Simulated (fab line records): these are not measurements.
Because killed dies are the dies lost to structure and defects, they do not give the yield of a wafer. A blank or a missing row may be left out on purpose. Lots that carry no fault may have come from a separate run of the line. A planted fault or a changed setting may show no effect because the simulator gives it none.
Which tool is to blame?    flow gf180mcu    18 wafers from 6 lots sampled at 3 of the route's 602 steps

WHAT EACH GAUGE READ, for each wafer
GF_V1_THK_MEAS_03.
lot   measured      on             V1_CVD_02_THK (nm)
L567  day 18 22:13  film metro-04  825 820 829
L575  day 21 21:08  film metro-03  839 827 850
L577  day 22 14:21  film metro-02  848 848 860
L582  day 24 06:12  film metro-04  855 858 870
L584  day 24 21:28  film metro-04  831 839 856
L587  day 26 03:00  film metro-04  858 856 871

EACH LOT AND THE TOOL THAT RAN IT (in order: tool; ch and the chambers of the sampled wafers; start)
lot   GF_LVPWELL_STRIP_10                  GF_VT_IMPLANT_STRIP_09
L567  plasma asher-01 ch 0, day 4 14:34    plasma asher-01 ch 0, day 6 10:11
L575  plasma asher-03 ch 0,1, day 6 09:28  plasma asher-02 ch 0,1, day 8 11:35
L577  plasma asher-04 ch 0,1, day 6 19:00  plasma asher-04 ch 0,1, day 8 22:24
L582  plasma asher-01 ch 0, day 8 04:10    plasma asher-01 ch 0,1, day 10 13:11
L584  plasma asher-01 ch 0,1, day 8 15:32  plasma asher-02 ch 0,1, day 11 01:17
L587  plasma asher-04 ch 0,1, day 9 10:01  plasma asher-02 ch 0,1, day 11 20:36
- GF_LVPWELL_STRIP_10: strips in O2/N2.
- GF_VT_IMPLANT_STRIP_09: strips in O2/N2.

THE ANSWER, worked out from the rows above alone
Rule: what is usual is taken from the lots themselves. Put in order of their means at a reading, lots are off if they are a third of the lots or fewer, leave a main group of 4 or more, and stand apart from it by a gap of 3 or more times the standard deviation of the main group's means; of several such gaps the widest counts. A main group whose means are all the same, to the digits that the tables above print for the reading, isn't used. A lot without any number at a reading at which 4 lots or more have one is off too. The other lots that the step has rows for count as sound.
No lot is off on any of the readings shown, so nothing can be concluded from this.

WHAT WAS PUT IN BY THE SIMULATOR
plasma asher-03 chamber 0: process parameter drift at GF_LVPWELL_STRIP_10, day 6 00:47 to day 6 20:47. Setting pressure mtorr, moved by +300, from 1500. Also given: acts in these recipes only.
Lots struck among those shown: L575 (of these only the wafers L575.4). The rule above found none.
